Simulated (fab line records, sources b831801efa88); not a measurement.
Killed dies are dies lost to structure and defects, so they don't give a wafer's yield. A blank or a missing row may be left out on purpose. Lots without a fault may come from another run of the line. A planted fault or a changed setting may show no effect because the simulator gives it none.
One fault seen from 2 desks | flow sky130 | each desk has only its own numbers; what lay behind them comes last

THE METROLOGY DESK
What the gauges read, lot by lot, whatever tool the lot ran on: means of the sampled wafers that have a number. A lot is out of limits, marked OUT, if its mean lies more than 4 standard deviations from the usual mean; the brackets give that distance.
Columns: A = LOCAL_INTERCONNECT_TIN_THK at SKY_LOCAL_INTERCONNECT_THK_MEAS_02, usual 99.6 nm; B = METAL1_ALCU_THK at SKY_METAL1_THK_MEAS_06, usual 248 nm; C = VIA1_HDPCVD_THK at SKY_VIA1_THK_MEAS_01, usual 1034 nm
lot  | first seen here | A     | B   | C
L394 | day 30 03:26    | 99.5  | 251 | 1029
L397 | day 31 09:18    | 100.1 | 243 | 961 (-6.6) OUT
L399 | day 31 18:29    | 99.8  | 251 | 1033
L403 | day 32 21:08    | 99.3  | 246 | 1037
L406 | day 33 22:28    | 99.7  | 248 | 1033
L407 | day 34 02:23    | 98.9  | 245 | 1023
L408 | day 34 12:49    | 100.6 | 255 | 1029
L409 | day 34 21:07    | 99.1  | 248 | 1043
L410 | day 35 01:23    | 98.9  | 252 | 1035
L411 | day 35 20:23    | 99.8  | 246 | 1029
L412 | day 36 11:08    | 100.0 | 247 | 1041
L414 | day 36 13:41    | 99.8  | 250 | 1036
L413 | day 36 14:33    | 98.8  | 246 | 1024
This desk's finding: out of limits on L397; first on L397, day 34 22:03 (VIA1_HDPCVD_THK at SKY_VIA1_THK_MEAS_01). In limits: L394, L399, L403, L406, L407, L408, L409, L410, L411, L412, L414, L413.

THE TOOL OWNER'S DESK: hdpcvd-01
The tool's own readings at SKY_VIA1_HDPCVD_00 (deposits SiO2, target thk 1030 nm, time 171.7 s): means of the sampled wafers that have a number, for each lot that ran on this tool. A lot is out of limits, marked OUT, if its mean lies more than 4 standard deviations from the usual mean; the brackets give that distance.
Columns: A = pressure_mtorr at SKY_VIA1_HDPCVD_00, usual 6.000 mTorr; B = run_length_s at SKY_VIA1_HDPCVD_00, usual 199.5 s
lot  | first seen here | A     | B
L394 | day 33 15:49    | 5.997 | 199.2
L397 | day 34 21:55    | 6.011 | 186.7 (-27) OUT
L399 | day 35 06:28    | 6.016 | 199.7
L406 | day 37 09:23    | 5.996 | 199.8
L407 | day 37 12:20    | 6.002 | 199.7
L411 | day 39 03:34    | 6.009 | 199.8
L413 | day 39 23:17    | 6.005 | 199.5
This desk's finding: out of limits on L397; first on L397, day 34 21:55 (run_length_s at SKY_VIA1_HDPCVD_00). In limits: L394, L399, L406, L407, L411, L413.

PUT TOGETHER
The tool owner's desk could have raised an alarm at day 34 21:55, on L397.
The metrology desk could have raised an alarm at day 34 22:03, on L397.
Of the lots named, all ran SKY_VIA1_HDPCVD_00 on hdpcvd-01.

WHAT THE SIMULATOR HAD PUT IN
Process parameter drift: hdpcvd-01, from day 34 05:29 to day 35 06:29, at SKY_VIA1_HDPCVD_00. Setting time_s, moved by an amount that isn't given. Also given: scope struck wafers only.
Lots struck among those shown: L397.
Hours from the fault's start to each desk's first reading out of limits: the tool owner's desk, 16; the metrology desk, 17.
